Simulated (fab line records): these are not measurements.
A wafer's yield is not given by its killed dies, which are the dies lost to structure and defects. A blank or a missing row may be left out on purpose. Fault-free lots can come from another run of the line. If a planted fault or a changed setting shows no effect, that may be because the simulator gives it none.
Tool commonality check + flow sky130 + 12 lots, 36 wafers sampled

== THE REASON FOR OPENING IT ==
2 of 12 lots carry a flag on the reading LDD_HVP_TW at SKY_LDD_HVP_TW_MEAS_10. Fault-free wafers read 454.4, with a standard deviation of 2.9.
Rule: flag the lot when none of its wafers has a number, or when each of its wafers that has one lies beyond 4 standard deviations from that mean. All remaining lots are regarded as sound.

| lot  | measured     | on           | LDD_HVP_TW, wafer by wafer | flag    |
|------|--------------|--------------|----------------------------|---------|
| L328 | day 21 12:28 | filmMetro-04 | 453.2 454.2 455.0          |         |
| L329 | day 21 17:33 | filmMetro-04 | 454.4 456.3 456.6          |         |
| L333 | day 23 16:34 | filmMetro-01 | 455.3 457.0 454.4          |         |
| L334 | day 23 23:53 | filmMetro-03 | 453.6 453.4 448.3          |         |
| L335 | day 24 08:19 | filmMetro-04 | 455.8 456.0 454.7          |         |
| L342 | day 26 20:14 | filmMetro-04 | 454.9 452.8 456.1          |         |
| L343 | day 27 08:07 | filmMetro-01 | 492.0 490.7 490.7          | FLAGGED |
| L344 | day 27 12:26 | filmMetro-01 | 491.0 490.5 489.5          | FLAGGED |
| L345 | day 27 20:11 | filmMetro-03 | 451.9 455.2 451.1          |         |
| L346 | day 28 03:50 | filmMetro-01 | 458.4 457.0 453.5          |         |
| L349 | day 28 17:19 | filmMetro-01 | 459.5 455.4 459.4          |         |
| L351 | day 29 22:23 | filmMetro-04 | 455.1 455.9 455.6          |         |
Average over the flagged lots: 490.7; offset from the usual +36.3, equal to +13 standard deviations.

== EACH LOT AND THE TOOL IT RAN ON ==
The record holds 2 process steps before the reading, out of a route of 708 steps. Every cell lists first the tool, next ch and the chambers used by the sampled wafers, and last the start.
| lot  | flag    | SKY_LDD_P_STRIP_10                  | SKY_LDD_HVP_IMPLANT_08          |
|------|---------|-------------------------------------|---------------------------------|
| L328 |         | plasmaAsher-01 ch 0,1, day 18 21:19 | implanter-04 ch 0, day 21 12:13 |
| L329 |         | plasmaAsher-02 ch 0,1, day 19 05:02 | implanter-02 ch 0, day 21 17:21 |
| L333 |         | plasmaAsher-02 ch 0,1, day 21 03:20 | implanter-03 ch 0, day 23 16:19 |
| L334 |         | plasmaAsher-02 ch 0,1, day 21 11:30 | implanter-04 ch 0, day 23 23:38 |
| L335 |         | plasmaAsher-01 ch 0,1, day 21 19:25 | implanter-04 ch 0, day 24 08:04 |
| L342 |         | plasmaAsher-02 ch 0,1, day 24 09:47 | implanter-04 ch 0, day 26 20:01 |
| L343 | FLAGGED | plasmaAsher-04 ch 0,1, day 24 22:58 | implanter-02 ch 0, day 27 07:52 |
| L344 | FLAGGED | plasmaAsher-01 ch 0,1, day 25 01:43 | implanter-02 ch 0, day 27 12:11 |
| L345 |         | plasmaAsher-02 ch 0,1, day 25 11:01 | implanter-03 ch 0, day 27 19:56 |
| L346 |         | plasmaAsher-02 ch 0,1, day 25 17:37 | implanter-03 ch 0, day 28 03:37 |
| L349 |         | plasmaAsher-02 ch 0,1, day 26 06:59 | implanter-03 ch 0, day 28 17:04 |
| L351 |         | plasmaAsher-02 ch 0,1, day 27 12:50 | implanter-02 ch 0, day 29 22:10 |
What these steps do:
- SKY_LDD_P_STRIP_10: strips in O2/N2.
- SKY_LDD_HVP_IMPLANT_08
- SKY_LDD_HVP_TW_MEAS_10

== FLAGGED AGAINST TOTAL, ONE TOOL AT A TIME (gauges that did the reading follow at the end) ==
| step                   | tool           | lots run | flagged | share of the flagged lots | sound lots run after its first flagged lot |
|------------------------|----------------|----------|---------|---------------------------|--------------------------------------------|
| SKY_LDD_P_STRIP_10     | plasmaAsher-01 | 3        | 1       | some                      | 0                                          |
| SKY_LDD_P_STRIP_10     | plasmaAsher-02 | 8        | 0       | none                      | -                                          |
| SKY_LDD_P_STRIP_10     | plasmaAsher-04 | 1        | 1       | some                      | 0                                          |
| SKY_LDD_HVP_IMPLANT_08 | implanter-02   | 4        | 2       | all                       | 1 (L351)                                   |
| SKY_LDD_HVP_IMPLANT_08 | implanter-03   | 4        | 0       | none                      | -                                          |
| SKY_LDD_HVP_IMPLANT_08 | implanter-04   | 4        | 0       | none                      | -                                          |
| SKY_LDD_HVP_TW_MEAS_10 | filmMetro-01   | 5        | 2       | all                       | 2 (L346,L349)                              |
| SKY_LDD_HVP_TW_MEAS_10 | filmMetro-03   | 2        | 0       | none                      | -                                          |
| SKY_LDD_HVP_TW_MEAS_10 | filmMetro-04   | 5        | 0       | none                      | -                                          |

== WHAT THE TABLE PERMITS ==
Table rows that saw every flagged lot: 2, namely implanter-02 at SKY_LDD_HVP_IMPLANT_08 and filmMetro-01 at SKY_LDD_HVP_TW_MEAS_10.
- implanter-02 at SKY_LDD_HVP_IMPLANT_08 ran 4 lots, 2 of them flagged. Sound lots ran on it after the first flagged one (L351), which a lasting fault on the whole tool wouldn't allow. Its own readings (beamOnS, endStationPressureTorr, faradayCurrentUA) fall more than 4 standard deviations out on all wafers of the flagged lots.
- filmMetro-01 at SKY_LDD_HVP_TW_MEAS_10 ran 5 lots, 2 of them flagged. Sound lots ran on it after the first flagged one (L346, L349), which a lasting fault on the whole tool wouldn't allow.
Not one row of the table ran every flagged lot while running no sound lot after the first.

== WHAT THE SIMULATOR PUT IN ==
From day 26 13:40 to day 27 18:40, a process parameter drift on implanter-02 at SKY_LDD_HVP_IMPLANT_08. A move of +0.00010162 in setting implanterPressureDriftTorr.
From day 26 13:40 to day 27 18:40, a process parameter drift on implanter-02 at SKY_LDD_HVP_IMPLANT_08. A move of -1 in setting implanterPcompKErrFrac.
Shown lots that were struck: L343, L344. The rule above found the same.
